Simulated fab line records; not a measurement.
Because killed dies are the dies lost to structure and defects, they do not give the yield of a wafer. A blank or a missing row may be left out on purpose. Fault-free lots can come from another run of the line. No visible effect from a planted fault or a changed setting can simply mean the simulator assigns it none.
Which tool did it? || flow gf180mcu || 39 wafers from 14 lots sampled at 2 of the route's 602 steps

== WHAT THE GAUGES SHOWED, per wafer ==
GF_VT_IMPLANT_RS_MEAS_48: the measuring method here is four-point-probe.
{"lot": "L915", "measured": "day 7 13:43", "on": "filmMetro-01", "LVPWELL_RS (ohm/sq)": "1197 1195 1195"}
{"lot": "L916", "measured": "day 7 20:05", "on": "filmMetro-01", "LVPWELL_RS (ohm/sq)": "1202 1201 1205"}
{"lot": "L918", "measured": "day 8 08:48", "on": "filmMetro-03", "LVPWELL_RS (ohm/sq)": "1200 1198 1202"}
{"lot": "L920", "measured": "day 8 22:55", "on": "filmMetro-03", "LVPWELL_RS (ohm/sq)": "1198 1203 1197"}
{"lot": "L921", "measured": "day 9 05:26", "on": "filmMetro-02", "LVPWELL_RS (ohm/sq)": "1198 1196 1195"}
{"lot": "L923", "measured": "day 9 18:29", "on": "filmMetro-01", "LVPWELL_RS (ohm/sq)": "1193 1200 1199"}
{"lot": "L924", "measured": "day 10 05:48", "on": "filmMetro-01", "LVPWELL_RS (ohm/sq)": "1199 1196 1195"}
{"lot": "L926", "measured": "day 10 15:41", "on": "filmMetro-03", "LVPWELL_RS (ohm/sq)": "1196 1199"}
{"lot": "L927", "measured": "day 10 22:47", "on": "filmMetro-02", "LVPWELL_RS (ohm/sq)": "1198 1197"}
{"lot": "L930", "measured": "day 11 19:21", "on": "filmMetro-03", "LVPWELL_RS (ohm/sq)": "1198 1198"}
{"lot": "L933", "measured": "day 12 13:52", "on": "filmMetro-03", "LVPWELL_RS (ohm/sq)": "1199 1202 1200"}
{"lot": "L934", "measured": "day 12 22:16", "on": "filmMetro-03", "LVPWELL_RS (ohm/sq)": "1191 1193 1191"}
{"lot": "L935", "measured": "day 13 04:04", "on": "filmMetro-02", "LVPWELL_RS (ohm/sq)": "1193 1198 1193"}
{"lot": "L938", "measured": "day 14 03:34", "on": "filmMetro-01", "LVPWELL_RS (ohm/sq)": "1195 1198 1196"}

== EACH LOT AND THE TOOL THAT RAN IT (in order: tool; ch and the chambers of the sampled wafers; start) ==
{"lot": "L915", "GF_VT_IMPLANT_STRIP_09": "plasmaAsher-01 ch 0,1, day 5 15:49"}
{"lot": "L916", "GF_VT_IMPLANT_STRIP_09": "plasmaAsher-03 ch 1, day 5 22:49"}
{"lot": "L918", "GF_VT_IMPLANT_STRIP_09": "plasmaAsher-03 ch 1, day 6 09:07"}
{"lot": "L920", "GF_VT_IMPLANT_STRIP_09": "plasmaAsher-03 ch 0,1, day 6 22:37"}
{"lot": "L921", "GF_VT_IMPLANT_STRIP_09": "plasmaAsher-04 ch 0,1, day 7 04:09"}
{"lot": "L923", "GF_VT_IMPLANT_STRIP_09": "plasmaAsher-04 ch 0,1, day 7 15:49"}
{"lot": "L924", "GF_VT_IMPLANT_STRIP_09": "plasmaAsher-03 ch 0,1, day 8 01:49"}
{"lot": "L926", "GF_VT_IMPLANT_STRIP_09": "plasmaAsher-03 ch 0,1, day 8 10:57"}
{"lot": "L927", "GF_VT_IMPLANT_STRIP_09": "plasmaAsher-04 ch 0,1, day 8 17:01"}
{"lot": "L930", "GF_VT_IMPLANT_STRIP_09": "plasmaAsher-01 ch 0,1, day 9 12:07"}
{"lot": "L933", "GF_VT_IMPLANT_STRIP_09": "plasmaAsher-01 ch 0,1, day 10 05:01"}
{"lot": "L934", "GF_VT_IMPLANT_STRIP_09": "plasmaAsher-01 ch 0,1, day 10 13:04"}
{"lot": "L935", "GF_VT_IMPLANT_STRIP_09": "plasmaAsher-01 ch 0,1, day 10 17:22"}
{"lot": "L938", "GF_VT_IMPLANT_STRIP_09": "plasmaAsher-03 ch 0,1, day 11 14:55"}
- GF_VT_IMPLANT_STRIP_09: strips in O2/N2.

== WHAT THE TOOLS THEMSELVES READ (means of the sampled wafers that have a number; where no wafer has one, the mark that the record gives instead) ==
GF_VT_IMPLANT_STRIP_09.
{"lot": "L915", "tool": "plasmaAsher-01", "drypumpMotorCurrentA (A)": 6.0, "heaterPowerW (W)": 356, "oesProductAu (a.u.)": 0.716, "stripTimeToEndpointS (s)": 12.61}
{"lot": "L916", "tool": "plasmaAsher-03", "drypumpMotorCurrentA (A)": 5.1, "heaterPowerW (W)": 439, "oesProductAu (a.u.)": 0.713, "stripTimeToEndpointS (s)": 12.61}
{"lot": "L918", "tool": "plasmaAsher-03", "drypumpMotorCurrentA (A)": 5.1, "heaterPowerW (W)": 441, "oesProductAu (a.u.)": 0.716, "stripTimeToEndpointS (s)": 12.62}
{"lot": "L920", "tool": "plasmaAsher-03", "drypumpMotorCurrentA (A)": 5.5, "heaterPowerW (W)": 403, "oesProductAu (a.u.)": 0.711, "stripTimeToEndpointS (s)": 12.67}
{"lot": "L921", "tool": "plasmaAsher-04", "drypumpMotorCurrentA (A)": 5.5, "heaterPowerW (W)": 335, "oesProductAu (a.u.)": 0.714, "stripTimeToEndpointS (s)": 12.67}
{"lot": "L923", "tool": "plasmaAsher-04", "drypumpMotorCurrentA (A)": 5.5, "heaterPowerW (W)": 335, "oesProductAu (a.u.)": 0.711, "stripTimeToEndpointS (s)": 12.67}
{"lot": "L924", "tool": "plasmaAsher-03", "drypumpMotorCurrentA (A)": 5.3, "heaterPowerW (W)": 420, "oesProductAu (a.u.)": 0.712, "stripTimeToEndpointS (s)": 12.58}
{"lot": "L926", "tool": "plasmaAsher-03", "drypumpMotorCurrentA (A)": 5.3, "heaterPowerW (W)": 407, "oesProductAu (a.u.)": 0.718, "stripTimeToEndpointS (s)": 12.59}
{"lot": "L927", "tool": "plasmaAsher-04", "drypumpMotorCurrentA (A)": 5.4, "heaterPowerW (W)": 342, "oesProductAu (a.u.)": 0.717, "stripTimeToEndpointS (s)": 12.66}
{"lot": "L930", "tool": "plasmaAsher-01", "drypumpMotorCurrentA (A)": 6.1, "heaterPowerW (W)": 355, "oesProductAu (a.u.)": 0.720, "stripTimeToEndpointS (s)": 12.59}
{"lot": "L933", "tool": "plasmaAsher-01", "drypumpMotorCurrentA (A)": 6.1, "heaterPowerW (W)": 354, "oesProductAu (a.u.)": 0.714, "stripTimeToEndpointS (s)": 12.60}
{"lot": "L934", "tool": "plasmaAsher-01", "drypumpMotorCurrentA (A)": 6.0, "heaterPowerW (W)": 358, "oesProductAu (a.u.)": 0.719, "stripTimeToEndpointS (s)": 12.62}
{"lot": "L935", "tool": "plasmaAsher-01", "drypumpMotorCurrentA (A)": 6.1, "heaterPowerW (W)": 344, "oesProductAu (a.u.)": 0.712, "stripTimeToEndpointS (s)": 12.67}
{"lot": "L938", "tool": "plasmaAsher-03", "drypumpMotorCurrentA (A)": 5.5, "heaterPowerW (W)": 401, "oesProductAu (a.u.)": 0.717, "stripTimeToEndpointS (s)": 12.62}

== THE ANSWER, worked out from the rows above alone ==
Rule: usual is defined by the lots themselves. The widest of any qualifying gaps counts: lots, ordered by their means at a reading, are off when they make up no more than a third of the lots, leave a main group of 4 or more, and stand apart from it by 3 or more times the standard deviation of that group's means. A main group is skipped when, at the precision printed for the reading in the tables above, its means are all equal. Also off: a lot with no number at a reading for which 4 or more lots have one. Where the step has rows for the other lots, those lots are counted as sound. After the gauges, taken in route order, come the tools' own readings; for these a lot's mean is taken, as printed above. The first step at which some lot is off is used, and at that step the reading that is off furthest; a lot without a number counts as furthest.
Nothing can be told from this: no lot is off at any reading shown.

== WHAT THE SIMULATOR PUT IN ==
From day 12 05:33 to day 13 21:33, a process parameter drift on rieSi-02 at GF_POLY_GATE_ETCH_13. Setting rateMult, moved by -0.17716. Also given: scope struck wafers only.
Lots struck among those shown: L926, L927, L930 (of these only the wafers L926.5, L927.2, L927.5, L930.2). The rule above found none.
